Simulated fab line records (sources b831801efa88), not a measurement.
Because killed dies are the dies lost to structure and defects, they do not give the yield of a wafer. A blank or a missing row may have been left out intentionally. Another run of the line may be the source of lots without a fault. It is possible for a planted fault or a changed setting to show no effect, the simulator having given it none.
What tool caused it?	flow sfq_line	14 lots with 42 wafers sampled at 4 steps, on a route of 325 steps

## WHAT THE GAUGES READ, wafer by wafer
SFQ_I3_OVL_MEAS_923. Usual: I3_OVL typically reads -4 nm, with standard deviation 5.3.
lot	measured	on	I3_OVL (nm)	flag
L549	day 43 23:16	overlay-01	0 -2 -2	
L550	day 49 01:51	overlay-02	-7 -9 -14	
L551	day 49 04:15	overlay-02	-2 -1 -1	
L552	day 49 10:16	overlay-02	-2 -3 0	
L553	day 49 12:39	overlay-02	-5 3 -4	
L554	day 49 18:39	overlay-02	-13 -12 -4	
L555	day 49 23:27	overlay-02	-4 -12 -9	
L560	day 51 05:01	overlay-02	-5 -4 -11	
L562	day 51 17:13	overlay-01	-3 1 -1	
L563	day 51 23:14	overlay-02	-10 -8 -5	
L564	day 52 04:01	overlay-01	-12 -8 -9	
L567	day 56 18:20	overlay-01	0 4 -1	
L568	day 57 03:55	overlay-01	4 -3 -4	
L569	day 57 12:27	overlay-02	7 9 6	

SFQ_M4_RS_MEAS_924: uses a four-point probe to measure. Usual: M4_NB_RS typically reads 0.923 ohm/sq, with standard deviation 0.012.
lot	measured	on	M4_NB_RS (ohm/sq)	flag
L549	day 44 00:21	film_metro-04	0.937 0.940 0.936	
L550	day 49 03:11	film_metro-04	0.453 0.462 0.457 0.455 0.462 0.458	OFF
L551	day 49 05:20	film_metro-02	0.914 0.915 0.916	
L552	day 49 11:38	film_metro-04	0.461 0.451 0.459 0.461 0.450 0.458	OFF
L553	day 49 13:45	film_metro-03	0.909 0.906 0.922	
L554	day 49 19:44	film_metro-04	0.927 0.935 0.940	
L555	day 50 00:32	film_metro-03	0.916 0.897 0.905	
L560	day 51 06:08	film_metro-04	0.913 0.917 0.923	
L562	day 51 18:19	film_metro-02	0.931 0.932 0.913	
L563	day 52 00:25	film_metro-02	0.932 0.934 0.929	
L564	day 52 05:06	film_metro-03	0.932 0.937 0.934	
L567	day 56 19:26	film_metro-04	0.949 0.939 0.938	
L568	day 57 05:01	film_metro-04	0.932 0.921 0.931	
L569	day 57 13:33	film_metro-04	0.936 0.928 0.928	

## WHAT TOOL EACH LOT RAN ON (gives the tool, then ch and the chambers of the sampled wafers, and finally the start)
lot	SFQ_TRILAYER_M3_DEP_SPUTTER_073	SFQ_TRILAYER_M4_DEP_SPUTTER_091
L549	pvd_sputter-04, day 37 11:37	pvd_sputter-04, day 44 00:16
L550	pvd_sputter-06, day 44 02:32	pvd_sputter-05, day 49 02:50
L551	pvd_sputter-04, day 44 03:44	pvd_sputter-03, day 49 05:14
L552	pvd_sputter-03, day 44 12:16	pvd_sputter-03, day 49 11:14
L553	pvd_sputter-04, day 44 14:40	pvd_sputter-03, day 49 13:40
L554	pvd_sputter-06, day 44 23:04	pvd_sputter-05, day 49 19:38
L555	pvd_sputter-04, day 45 03:52	pvd_sputter-03, day 50 00:26
L560	pvd_sputter-04, day 46 00:16	pvd_sputter-05, day 51 06:02
L562	pvd_sputter-03, day 46 03:52	pvd_sputter-05, day 51 18:14
L563	pvd_sputter-04, day 46 08:04	pvd_sputter-04, day 52 00:19
L564	pvd_sputter-06, day 46 09:52	pvd_sputter-05, day 52 05:01
L567	pvd_sputter-03, day 47 08:56	pvd_sputter-05, day 56 19:19
L568	pvd_sputter-03, day 47 13:38	pvd_sputter-05, day 57 04:55
L569	pvd_sputter-03, day 47 19:38	pvd_sputter-05, day 57 13:26
- SFQ_TRILAYER_M3_DEP_SPUTTER_073: material Nb, target thk 200 nm, time 133.3 s.
- SFQ_TRILAYER_M4_DEP_SPUTTER_091: material Nb, target thk 200 nm, time 128.8 s.

## WHAT THE TOOLS THEMSELVES READ (means of the sampled wafers that have a number; where no wafer has one, the mark that the record gives instead)
SFQ_TRILAYER_M3_DEP_SPUTTER_073. Usual: resputter_cathode_voltage_v 400 V, standard deviation 3.4; throttle_valve_pct 30.2 %, standard deviation 1.4.
lot	tool	resputter_cathode_voltage_v (V)	throttle_valve_pct (%)	flag
L549	pvd_sputter-04	405	31.3	
L550	pvd_sputter-06	401	31.1	
L551	pvd_sputter-04	400	30.1	
L552	pvd_sputter-03	402	29.7	
L553	pvd_sputter-04	399	29.9	
L554	pvd_sputter-06	400	30.1	
L555	pvd_sputter-04	402	29.1	
L560	pvd_sputter-04	401	28.8	
L562	pvd_sputter-03	400	30.9	
L563	pvd_sputter-04	400	30.5	
L564	pvd_sputter-06	401	31.0	
L567	pvd_sputter-03	397	30.3	
L568	pvd_sputter-03	400	30.8	
L569	pvd_sputter-03	400	29.8	

SFQ_TRILAYER_M4_DEP_SPUTTER_091. Usual: resputter_cathode_voltage_v 400 V, standard deviation 4; throttle_valve_pct 30.3 %, standard deviation 0.94.
lot	tool	resputter_cathode_voltage_v (V)	throttle_valve_pct (%)	flag
L549	pvd_sputter-04	402	30.1	
L550	pvd_sputter-05	401	30.4	
L551	pvd_sputter-03	401	30.7	
L552	pvd_sputter-03	401	30.4	
L553	pvd_sputter-03	396	30.3	
L554	pvd_sputter-05	400	30.5	
L555	pvd_sputter-03	403	31.4	
L560	pvd_sputter-05	400	30.5	
L562	pvd_sputter-05	402	30.3	
L563	pvd_sputter-04	406	29.8	
L564	pvd_sputter-05	400	30.5	
L567	pvd_sputter-05	401	30.3	
L568	pvd_sputter-05	403	30.8	
L569	pvd_sputter-05	397	30.1	

## THE ANSWER, worked out from the rows above alone
Rule: take the mean of a lot's wafers that have a number; if it is more than 3 standard deviations from the usual mean, the lot is off. Also off: a lot with no number at a reading for which 4 or more lots have one. Any other lot the step has rows for is counted as sound. After the gauges, taken in route order, come the tools' own readings; for these a lot's mean is taken, as printed above. At the first step where some lot is off, the reading lying furthest off is the one used; lots without a number count as furthest.
Off: L550, L552, seen at SFQ_M4_RS_MEAS_924 (M4_NB_RS).
A tool fits if, at a process step before that reading, it ran every lot that is off, and no sound lot after the first of them. Those tools and the gauges at SFQ_M4_RS_MEAS_924 are tried in the same way. Not one of the candidates tried fits.

## WHAT HAD BEEN PUT IN BY THE SIMULATOR
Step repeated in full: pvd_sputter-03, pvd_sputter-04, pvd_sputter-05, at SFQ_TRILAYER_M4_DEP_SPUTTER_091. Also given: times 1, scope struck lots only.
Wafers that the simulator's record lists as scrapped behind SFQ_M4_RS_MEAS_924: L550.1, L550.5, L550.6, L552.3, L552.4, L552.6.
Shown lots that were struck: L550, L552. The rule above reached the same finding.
